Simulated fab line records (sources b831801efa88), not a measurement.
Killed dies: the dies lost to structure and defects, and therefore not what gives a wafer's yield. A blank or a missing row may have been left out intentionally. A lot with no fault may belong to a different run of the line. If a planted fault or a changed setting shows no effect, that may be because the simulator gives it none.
One fault seen from 2 desks || flow sky130 || only its own numbers are on each desk; what lay behind them is given at the end

== FROM THE METROLOGY DESK ==
What the gauges read, lot by lot, whatever tool the lot ran on: means of the sampled wafers that have a number. Any lot whose mean is over 4 standard deviations away from the usual mean is out of limits and marked OUT; that distance is given in the brackets.
Columns: A = PWDE_RS at SKY_NWELL_RS_MEAS_31, usual 5278 ohm/sq; B = METAL1_OVL at SKY_METAL1_OVL_MEAS_16, usual 1 nm
{"lot": "L264", "first seen here": "day 5 05:19", "A": 5289, "B": 5}
{"lot": "L265", "first seen here": "day 5 17:29", "A": 5270, "B": 2}
{"lot": "L266", "first seen here": "day 5 22:31", "A": 5274, "B": 0}
{"lot": "L267", "first seen here": "day 6 05:10", "A": 5273, "B": 4}
{"lot": "L269", "first seen here": "day 6 16:10", "A": 5280, "B": 2}
{"lot": "L270", "first seen here": "day 6 23:37", "A": 5286, "B": -2}
{"lot": "L271", "first seen here": "day 7 00:18", "A": 5290, "B": -1}
{"lot": "L272", "first seen here": "day 7 08:04", "A": 5292, "B": 6}
{"lot": "L278", "first seen here": "day 9 00:07", "A": 5277, "B": -6}
{"lot": "L280", "first seen here": "day 9 14:31", "A": 5266, "B": 0}
{"lot": "L281", "first seen here": "day 9 18:02", "A": 5313, "B": 4}
{"lot": "L285", "first seen here": "day 10 13:53", "A": 5268, "B": -2}
{"lot": "L286", "first seen here": "day 10 21:35", "A": 5300, "B": 1}
{"lot": "L287", "first seen here": "day 11 02:58", "A": 5286, "B": -1}
Result from this desk: across the 14 lots, nothing is out of limits.

== DESK OF THE TOOL OWNER: cmp-02 ==
The tool's own readings at SKY_LI_CONTACT_CMP_02 (polishes PSG): means of the sampled wafers that have a number, for each lot that ran on this tool. Any lot whose mean is over 4 standard deviations away from the usual mean is out of limits and marked OUT; that distance is given in the brackets.
Columns: A = motor current A at SKY_LI_CONTACT_CMP_02, usual 12.1 A; B = time to endpoint s at SKY_LI_CONTACT_CMP_02, usual 32.2 s
{"lot": "L264", "first seen here": "day 27 12:55", "A": 12.3, "B": 32.2}
{"lot": "L265", "first seen here": "day 28 05:46", "A": 12.1, "B": 33.0}
{"lot": "L266", "first seen here": "day 28 18:33", "A": 12.2, "B": 34.1}
{"lot": "L270", "first seen here": "day 30 04:18", "A": 12.4, "B": 32.4}
{"lot": "L272", "first seen here": "day 30 20:05", "A": 13.1, "B": 32.7}
{"lot": "L271", "first seen here": "day 30 21:38", "A": 12.9, "B": 31.0}
{"lot": "L278", "first seen here": "day 32 21:35", "A": 11.8, "B": "19.1 (-5.0) OUT"}
{"lot": "L280", "first seen here": "day 33 17:11", "A": 12.4, "B": "17.6 (-5.6) OUT"}
This desk finds L278, L280 out of limits, L278 being first, at day 32 21:35 (time to endpoint s at SKY_LI_CONTACT_CMP_02). L264, L265, L266, L270, L272, L271 stayed within limits.

== BROUGHT TOGETHER ==
At day 32 21:35, on L278, L280, the tool owner's desk was in a position to raise an alarm.
Metrology desk: nothing out of limits seen.
The metrology desk has L278, L280 on record, within its limits.
SKY_LI_CONTACT_CMP_02 was run on cmp-02 by each of the lots named.

== WHAT THE SIMULATOR PUT IN ==
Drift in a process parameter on cmp-02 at SKY_LI_CONTACT_CMP_02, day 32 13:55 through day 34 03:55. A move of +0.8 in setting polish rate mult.
Lots struck among those shown: L278, L280.
Hours from the fault's start to each desk's first reading out of limits: the tool owner's desk, 8.
